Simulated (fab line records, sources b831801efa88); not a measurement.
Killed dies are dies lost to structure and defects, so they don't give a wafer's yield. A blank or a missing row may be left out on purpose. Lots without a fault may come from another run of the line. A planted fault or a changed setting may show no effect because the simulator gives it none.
Which tool did it? | flow gf180mcu | 11 lots, 33 wafers sampled, at 2 steps of a route of 602

WHAT THE GAUGES READ, wafer by wafer
GF_TOP_METAL_CD_MEAS_14: target cd 440 nm. Usual: cd_nm 439.4 nm, standard deviation 2.3.
lot  | measured     | on        | cd_nm (nm)        | flag
L140 | day 28 02:02 | cd_sem-02 | 441.1 438.5 438.9 |
L141 | day 28 15:37 | cd_sem-01 | 436.9 436.1 436.5 |
L143 | day 29 06:11 | cd_sem-01 | 435.5 436.5 438.5 |
L144 | day 29 19:11 | cd_sem-02 | 439.7 438.5 437.5 |
L145 | day 29 22:46 | cd_sem-02 | 441.4 438.8 439.6 |
L146 | day 30 01:28 | cd_sem-01 | 440.1 440.1 442.2 |
L149 | day 30 20:37 | cd_sem-01 | 441.2 443.5 441.2 |
L151 | day 31 08:41 | cd_sem-01 | 440.9 441.6 441.6 |
L154 | day 32 11:29 | cd_sem-01 | 438.3 439.8 441.7 |
L157 | day 33 00:20 | cd_sem-02 | 440.9 442.5 442.9 |
L163 | day 34 08:10 | cd_sem-01 | 440.4 436.1 440.1 |

WHICH TOOL RAN EACH LOT (tool, then ch and the chambers of the sampled wafers, then the start)
lot  | GF_V5_STRIP_18
L140 | plasma_asher-01 ch 0,1, day 27 05:09
L141 | plasma_asher-02 ch 0,1, day 27 19:05
L143 | plasma_asher-01 ch 0,1, day 28 09:48
L144 | plasma_asher-01 ch 0,1, day 28 22:53
L145 | plasma_asher-03 ch 0,1, day 29 03:08
L146 | plasma_asher-03 ch 0,1, day 29 05:03
L149 | plasma_asher-03 ch 0,1, day 30 00:33
L151 | plasma_asher-01 ch 0,1, day 30 12:53
L154 | plasma_asher-02 ch 0, day 31 17:30
L157 | plasma_asher-02 ch 0,1, day 32 06:56
L163 | plasma_asher-01 ch 0,1, day 33 15:39
- GF_V5_STRIP_18: strips in O2/N2.

WHAT THE TOOLS THEMSELVES READ (means of the sampled wafers that have a number; where no wafer has one, the mark that the record gives instead)
GF_V5_STRIP_18. Usual: chamber_pressure_mTorr 1500.0 mTorr, standard deviation 1.4; drypump_motor_current_A 5.7 A, standard deviation 0.53; heater_power_w 327 W, standard deviation 14; oes_product_au 0.568 a.u., standard deviation 0.005; platen_temp_c 250.00 C, standard deviation 0.16.
lot  | tool            | chamber_pressure_mTorr (mTorr) | drypump_motor_current_A (A) | heater_power_w (W) | oes_product_au (a.u.) | platen_temp_c (C) | flag
L140 | plasma_asher-01 | 1500.5                         | 5.3                         | 325                | 0.569                 | 249.97            |
L141 | plasma_asher-02 | 1500.9                         | 5.9                         | 309                | 0.564                 | 249.89            |
L143 | plasma_asher-01 | 1500.9                         | 5.3                         | 321                | 0.570                 | 249.82            |
L144 | plasma_asher-01 | 1500.2                         | 5.3                         | 324                | 0.569                 | 250.11            |
L145 | plasma_asher-03 | 1499.4                         | 6.2                         | 330                | 0.572                 | 250.09            |
L146 | plasma_asher-03 | 1499.6                         | 6.2                         | 334                | 0.575                 | 249.87            |
L149 | plasma_asher-03 | 1500.8                         | 6.2                         | 335                | 0.570                 | 250.03            |
L151 | plasma_asher-01 | 1500.2                         | 5.3                         | 319                | 0.567                 | 250.21            |
L154 | plasma_asher-02 | 1500.0                         | 6.5                         | 315                | 0.566                 | 249.90            |
L157 | plasma_asher-02 | 1499.9                         | 6.2                         | 316                | 0.568                 | 249.88            |
L163 | plasma_asher-01 | 1500.3                         | 5.3                         | 336                | 0.572                 | 250.21            |

THE ANSWER, worked out from the rows above alone
Rule: a lot is off if the mean of its wafers that have a number lies more than 3 standard deviations from the usual mean. A lot without any number at a reading at which 4 lots or more have one is off too. The other lots that the step has rows for count as sound. The gauges are gone through in route order, then the tools' own readings, and for those a lot's mean is taken as printed above. The first step at which some lot is off is used, and at that step the reading that is off furthest; a lot without a number counts as furthest.
No lot is off at any reading shown: from this, nothing can be told.

WHAT THE SIMULATOR HAD PUT IN
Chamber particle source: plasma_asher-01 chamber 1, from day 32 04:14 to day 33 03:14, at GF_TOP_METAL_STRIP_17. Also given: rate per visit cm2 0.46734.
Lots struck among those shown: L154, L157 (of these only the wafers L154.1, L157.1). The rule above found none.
